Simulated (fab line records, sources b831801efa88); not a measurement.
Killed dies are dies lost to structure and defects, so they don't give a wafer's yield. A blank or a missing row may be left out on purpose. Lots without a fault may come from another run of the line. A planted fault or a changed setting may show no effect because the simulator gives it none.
Which tool did it? | flow gf180mcu | 12 lots, 34 wafers sampled, at 5 steps of a route of 602

WHAT THE GAUGES READ, wafer by wafer
GF_STI_THK_MEAS_24. Usual: STI_CVD_23_THK 654 nm, standard deviation 6.1.
lot  | measured    | on            | STI_CVD_23_THK (nm)     | flag
L344 | day 2 06:29 | film_metro-01 | 658 650 649             |
L345 | day 2 10:25 | film_metro-04 | 650 654 644             |
L346 | day 2 16:53 | film_metro-03 | 652 652 649             |
L347 | day 2 23:43 | film_metro-01 | 647 648 651             |
L348 | day 3 01:28 | film_metro-01 | 649 654 655             |
L349 | day 3 05:41 | film_metro-04 | 666 661 658             |
L350 | day 3 09:58 | film_metro-03 | 650 652 646             |
L352 | day 3 21:26 | film_metro-01 | 646 648 664             |
L358 | day 5 04:27 | film_metro-01 | 911 911 652 912 910 652 | OFF
L360 | day 5 14:29 | film_metro-04 | 914 914                 | OFF
L363 | day 6 05:48 | film_metro-01 | 656 651 652             |
L367 | day 7 02:38 | film_metro-04 | 662 657 649             |

GF_DUAL_GATE_THK_MEAS_03. Usual: DUAL_GATE_OXIDATION_00_THK 10.98 nm, standard deviation 0.25.
lot  | measured     | on            | DUAL_GATE_OXIDATION_00_THK (nm) | flag
L344 | day 7 21:09  | film_metro-03 | 10.91 11.16 11.11               |
L345 | day 8 00:47  | film_metro-04 | 10.34 10.52 10.49               |
L346 | day 8 11:35  | film_metro-01 | 10.57 10.66 10.76               |
L347 | day 8 18:17  | film_metro-04 | 10.60 10.58 10.62               |
L348 | day 8 22:02  | film_metro-03 | 11.29 11.32 11.30               |
L349 | day 9 01:27  | film_metro-01 | 11.05 10.93 10.97               |
L350 | day 9 08:02  | film_metro-03 | 10.75 10.79 10.65               |
L352 | day 9 22:40  | film_metro-03 | 11.17 11.03 11.02               |
L358 | day 11 12:58 | film_metro-01 | 11.15 11.08 11.18               |
L360 | day 12 03:59 | film_metro-03 | 11.41                           |
L363 | day 12 20:26 | film_metro-01 | 11.03 11.21 11.06               |
L367 | day 14 01:32 | film_metro-04 | 11.51 11.36 11.48               |

GF_CONTACT_BOW_MEAS_05. Usual: CONTACT_BOW 66 um, standard deviation 7.4.
lot  | measured     | on            | CONTACT_BOW (um) | flag
L344 | day 15 11:36 | film_metro-03 | 63 74 82         |
L345 | day 15 12:25 | film_metro-02 | 70 64 62         |
L346 | day 16 03:42 | film_metro-03 | 70 68 65         |
L347 | day 16 12:52 | film_metro-02 | 51 51 67         |
L348 | day 16 19:20 | film_metro-02 | 71 73 81         |
L349 | day 16 21:02 | film_metro-04 | 65 60 72         |
L350 | day 17 06:17 | film_metro-02 | 66 44 64         |
L352 | day 18 02:22 | film_metro-02 | 63 72 70         |
L358 | day 20 10:03 | film_metro-02 | 78 69 73         |
L360 | day 21 00:08 | film_metro-04 | 68               |
L363 | day 21 21:37 | film_metro-02 | 57 52 64         |
L367 | day 23 05:17 | film_metro-04 | 70 74 80         |

WHICH TOOL RAN EACH LOT (tool, then ch and the chambers of the sampled wafers, then the start)
lot  | GF_STI_CVD_23                   | GF_STI_CMP_25
L344 | hdpcvd-01 ch 0,2, day 2 06:24   | cmp-01 ch 2,3, day 2 06:32
L345 | hdpcvd-02 ch 0,1, day 2 10:20   | cmp-01 ch 2,3, day 2 10:28
L346 | hdpcvd-02 ch 0,1,2, day 2 16:49 | cmp-02 ch 0,2,3, day 2 17:04
L347 | hdpcvd-01 ch 0,1, day 2 23:38   | cmp-01 ch 1,3, day 2 23:49
L348 | hdpcvd-02 ch 0,1,2, day 3 01:22 | cmp-01 ch 0,1,3, day 3 01:40
L349 | hdpcvd-02 ch 0,2, day 3 05:37   | cmp-01 ch 0,1,3, day 3 05:44
L350 | hdpcvd-02 ch 1,2, day 3 09:53   | cmp-02 ch 1,2,3, day 3 10:02
L352 | hdpcvd-02 ch 0,1,2, day 3 21:20 | cmp-01 ch 1,3, day 3 21:32
L358 | hdpcvd-01 ch 0,2, day 5 04:22   | cmp-01 ch 0,3, day 5 07:24
L360 | hdpcvd-01 ch 0, day 5 14:23     | cmp-01 ch 1, day 5 17:10
L363 | hdpcvd-02 ch 0,1,2, day 6 05:43 | cmp-01 ch 0,1, day 6 05:54
L367 | hdpcvd-02 ch 0,1, day 7 02:32   | cmp-02 ch 0,3, day 7 02:41
- GF_STI_CVD_23: deposits SiO2, target thk 650 nm, time 108.3 s.
- GF_STI_CMP_25: polishes, stops on Si3N4, t overpolish 33 s, target thk 524.6 nm.

WHAT THE TOOLS THEMSELVES READ (means of the sampled wafers that have a number; where no wafer has one, the mark that the record gives instead)
GF_STI_CVD_23. Usual: sih4_flow_sccm 60.01 sccm, standard deviation 0.2.
lot  | tool      | sih4_flow_sccm (sccm) | flag
L344 | hdpcvd-01 | 59.79                 |
L345 | hdpcvd-02 | 59.92                 |
L346 | hdpcvd-02 | 59.98                 |
L347 | hdpcvd-01 | 59.81                 |
L348 | hdpcvd-02 | 59.95                 |
L349 | hdpcvd-02 | 59.99                 |
L350 | hdpcvd-02 | 59.98                 |
L352 | hdpcvd-02 | 60.02                 |
L358 | hdpcvd-01 | 59.68                 |
L360 | hdpcvd-01 | 60.26                 |
L363 | hdpcvd-02 | 60.06                 |
L367 | hdpcvd-02 | 60.09                 |

GF_STI_CMP_25. Usual: motor_current_A 12.0 A, standard deviation 1; retaining_ring_pressure_frac 1.000, standard deviation 0.0049; time_to_endpoint_s 123 s, standard deviation 6.2.
lot  | tool   | motor_current_A (A) | retaining_ring_pressure_frac | time_to_endpoint_s (s) | flag
L344 | cmp-01 | 12.5                | 1.002                        | 123                    |
L345 | cmp-01 | 12.5                | 0.996                        | 127                    |
L346 | cmp-02 | 12.2                | 0.996                        | 126                    |
L347 | cmp-01 | 11.3                | 0.999                        | 123                    |
L348 | cmp-01 | 11.3                | 0.995                        | 125                    |
L349 | cmp-01 | 11.4                | 1.000                        | 123                    |
L350 | cmp-02 | 13.4                | 0.994                        | 120                    |
L352 | cmp-01 | 11.3                | 1.001                        | 120                    |
L358 | cmp-01 | 11.3                | 0.999                        | 151                    | OFF
L360 | cmp-01 | 11.3                | 1.007                        | 170                    | OFF
L363 | cmp-01 | 11.4                | 0.995                        | 115                    |
L367 | cmp-02 | 13.4                | 1.002                        | 130                    |

THE ANSWER, worked out from the rows above alone
Rule: a lot is off if the mean of its wafers that have a number lies more than 3 standard deviations from the usual mean. A lot without any number at a reading at which 4 lots or more have one is off too. The other lots that the step has rows for count as sound. The gauges are gone through in route order, then the tools' own readings, and for those a lot's mean is taken as printed above. The first step at which some lot is off is used, and at that step the reading that is off furthest; a lot without a number counts as furthest.
Off: L358, L360, at GF_STI_THK_MEAS_24 (STI_CVD_23_THK).
A tool fits if, at a process step before that reading, it ran every lot that is off, and no sound lot after the first of them. The gauges at GF_STI_THK_MEAS_24 aren't tried: what is off there is off at GF_STI_CMP_25 too, on other tools, and a gauge's error can't cause that. One fits: hdpcvd-01 at GF_STI_CVD_23. Its last sound lot is L347 (day 2 23:38), its first lot that is off L358 (day 5 04:22): a fault that began between those two fits.

WHAT THE SIMULATOR HAD PUT IN
Process parameter drift: hdpcvd-01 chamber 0, from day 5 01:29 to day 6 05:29, at GF_STI_CVD_23. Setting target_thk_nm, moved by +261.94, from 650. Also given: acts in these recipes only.
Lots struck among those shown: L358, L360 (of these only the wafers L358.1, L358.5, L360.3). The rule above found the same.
